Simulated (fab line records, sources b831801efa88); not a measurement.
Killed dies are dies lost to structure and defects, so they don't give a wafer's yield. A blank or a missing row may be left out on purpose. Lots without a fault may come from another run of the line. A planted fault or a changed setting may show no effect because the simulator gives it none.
Problem report in the 8D (eight disciplines) form, filled by code | flow gf180mcu | the parts of the form that need people (team, actions taken, sign-off) are left out

1. THE PROBLEM
time_to_endpoint_s at GF_V4_CMP_04 reads a mean of 21 s on 2 wafers of 1 lot; wafers without a fault read 79 s with a standard deviation of 7.1. That is -8.2 standard deviations from the usual mean.
The step: polishes SiO2.
First seen on wafer L598.5, day 26 22:16, on cmp-01. The record holds 39 wafers of 13 lots with a number at this step. Rule for "out", or "out of limits": more than 4 standard deviations from the usual mean. The other wafers with a number count as sound.

2. WHAT IT IS AND WHAT IT IS NOT
question                    | is                 | is not
which readings at this step | time_to_endpoint_s | motor_current_A
which lots                  | L598               | L591, L592, L593, L605, L607, L608, L609, L610, L611, L612, L613, L614
which wafers of those lots  | L598.5, L598.6     | L598.1
read on which tools         | cmp-01             | cmp-02
when                        | from day 26 22:16  | up to then (10 sound wafers); but 27 sound wafers of L605, L607, L608, L609, L610, L611, L612, L613, L614 came after

3. SUSPECTS, AND WHAT RULES EACH OUT
Counting: a tool at a process step up to the reading stays a suspect if it ran every lot that is out. Sound lots after the first of them don't rule it out here, since some wafers of a struck lot are sound.
- pvd_sputter-01 at GF_M4_SPUTTER_02 (material AlCu, target thk 450 nm, time 24.84 s): kept. It ran the lot that is out, L598 (day 25 23:42); its last sound lot up to then is L593 (day 24 01:02).
- pecvd-03 at GF_V4_CVD_02 (deposits SiO2 from TEOS, target thk 850 nm, time 94.851 s): kept. It ran the lot that is out, L598 (day 26 22:02); its last sound lot up to then is L593 (day 24 22:42).
- cmp-01 at GF_V4_CMP_04 (polishes SiO2): kept. It ran the lot that is out, L598 (day 26 22:16); its last sound lot up to then is L593 (day 24 22:55). Its own readings are out on those wafers: time_to_endpoint_s.
- Within cmp-01 at GF_V4_CMP_04: the wafers that are out ran in chambers 2, 3; their sound lot-mates ran in chamber 0.
Left after counting: pvd_sputter-01 at GF_M4_SPUTTER_02, pecvd-03 at GF_V4_CVD_02, cmp-01 at GF_V4_CMP_04.

4. THE CAUSE (what the simulator had put in)
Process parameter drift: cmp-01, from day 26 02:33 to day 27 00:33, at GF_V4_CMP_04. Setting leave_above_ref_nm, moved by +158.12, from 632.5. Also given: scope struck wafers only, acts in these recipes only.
Counting left 3 suspects, and this tool is among them.

5. THE CHAIN OF EFFECTS, in route order
Each row: a reading whose mean over the struck wafers that have a number lies more than 3 standard deviations from the usual. Only readings for which the record gives a usual standard deviation are gone through. hours: the time from each lot's start at the first step in this table that gives one to its start at this step, as a median over the lots. sigmas: the change in usual standard deviations.
hours | step          | reading            | usual      | on struck wafers | change | sigmas
0     | GF_V4_CMP_04  | time_to_endpoint_s | 79 s       | 21               | -58    | -8.2
-     | GF_V4_ETCH_17 | oes_product_au     | 0.856 a.u. | 0.974            | +0.118 | +25
The process steps in it:
- GF_V4_CMP_04: polishes SiO2.
- GF_V4_ETCH_17: etches SiO2 in C4F8/O2/Ar, stops on TiN, target depth 630 nm.

6. WHAT WOULD HAVE CAUGHT IT SOONER
In this record the first reading out of limits was taken at day 26 22:16, 20 hours after the fault began at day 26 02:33.
